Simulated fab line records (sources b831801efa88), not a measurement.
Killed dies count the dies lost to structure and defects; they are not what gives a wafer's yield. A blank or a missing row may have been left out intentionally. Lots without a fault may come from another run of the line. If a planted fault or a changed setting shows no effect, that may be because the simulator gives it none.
Comparing a struck lot with a sound one | flow sky130 | 16 steps out of a route of 708
Sound: wafers L936.3, L936.5, L936.6. Wafers L940.3, L940.4, L940.5 were the ones struck. Last of all comes the cause.
At each step with rows: each side's tool, then ch and its chambers, then its first start. Under that, the readings that differ: sound wafers | struck wafers | difference of the means | sigmas: that difference in standard deviations of wafers without a fault.
alike: words and numbers the same on both sides, and readings whose means are apart by under 2 such deviations; not compared: readings that were withheld, readings missing a value for some wafer, numbers with overlapping values and no deviation given by the record, and bounds like >300 which may hide the same value.
The two part at a step that has a row with sigmas, a row that says differs or no value, or rows on one side only. Numbers that don't overlap but have no deviation are shown without sigmas and don't part them. Lack of a reading on every wafer of one side parts them only where that side has two or more wafers.

SKY_METAL2_THK_MEAS_06: measures by xrf.
  sound on filmMetro-04, day 39 05:13; struck on filmMetro-01, day 40 10:22
  alike: METAL2_ALCU_THK
then, 8 steps without rows for these wafers: SKY_METAL2_DEHYDRATE_07 (time 60 s); SKY_METAL2_HMDS_08 (prime time 60 s); SKY_METAL2_COAT_09 (resist thk 60 nm); SKY_METAL2_COAT_10 (resist thk 450 nm); SKY_METAL2_SOFTBAKE_11 (time 90 s); SKY_METAL2_EXPOSE_12 (exposes mask MM2, target cd 140 nm); SKY_METAL2_PEB_13; SKY_METAL2_DEVELOP_14 (develop time 60 s).
SKY_METAL2_CD_MEAS_15: target cd 140 nm.
  sound on cdSem-01, day 40 05:04; struck on cdSem-01, day 41 09:55
  alike: cdNm
SKY_METAL2_OVL_MEAS_16:
  sound on overlay-02, day 40 05:09; struck on overlay-01, day 41 10:00
  alike: METAL2_OVL
SKY_METAL2_DESCUM_17: chemistry O2, time 8 s.
  sound on rieMetal-02 ch 0,1, day 40 05:11; struck on rieMetal-01 ch 0,1, day 41 10:02
  alike: chamberPressureMTorr, drypumpMotorCurrentA, oesProductAu
  not compared: rfHoursCounterH
SKY_METAL2_ETCH_18: etches BARC in N2/H2, stops on SiO2, time 45.9 s, target depth 60 nm.
  sound on rieMetal-02 ch 0,1, day 40 05:14; struck on rieMetal-01 ch 0,1, day 41 10:05
  no value came back on the struck wafers for any of 5 readings (biasW (W), chamberPressureMTorr (mTorr) and others); on the sound wafers biasW (W) reads 100.15 99.78 99.72
reading                                      | sound           | struck          | difference | sigmas
model.KrF-thick_of_METAL2_COAT_10.thkNm (nm) | 391.8 392.3 393 | 438.7 438.2 438 | +45.9      | 
  not compared: rfHoursCounterH
SKY_METAL2_METAL_ETCH_19: etches the open film in Cl2/BCl3, stops on SiO2, target depth 360 nm, time 78 s.
  sound on rieMetal-02 ch 0,1, day 40 05:18; struck on rieMetal-01 ch 0,1, day 41 10:09
reading                                      | sound             | struck            | difference | sigmas
oesProductAu (a.u.)                          | 0.863 0.855 0.848 | 0.384 0.377 0.372 | -0.478     | -87
model.KrF-thick_of_METAL2_COAT_10.thkNm (nm) | 154 157.3 153.3   | 203.5 204.6 203.4 | +49.0      | 
  alike: bcl3FlowSccm, biasW, chamberPressureMTorr, drypumpMotorCurrentA, throttleValvePct
  not compared: rfHoursCounterH
SKY_METAL2_STRIP_20: strips in O2/N2.
  sound on plasmaAsher-03 ch 0,1, day 40 05:24; struck on plasmaAsher-02 ch 0,1, day 41 10:15
reading                  | sound             | struck            | difference | sigmas
oesProductAu (a.u.)      | 0.343 0.345 0.335 | 0.362 0.365 0.360 | +0.021     | +5
stripTimeToEndpointS (s) | 2.638 2.661 2.628 | 3.215 3.191 3.187 | +0.555     | +21
  alike: chamberPressureMTorr, drypumpMotorCurrentA, o2FlowSccm
  not compared: rfHoursCounterH
then, 1 step without rows for these wafers: SKY_METAL2_STRIP_21 (strips in post etch residue remover, time 1200 s).

WHERE THEY PART
Last at SKY_METAL2_STRIP_20 as far as this record goes, first at SKY_METAL2_ETCH_18.

WHY: whatever the simulator had introduced
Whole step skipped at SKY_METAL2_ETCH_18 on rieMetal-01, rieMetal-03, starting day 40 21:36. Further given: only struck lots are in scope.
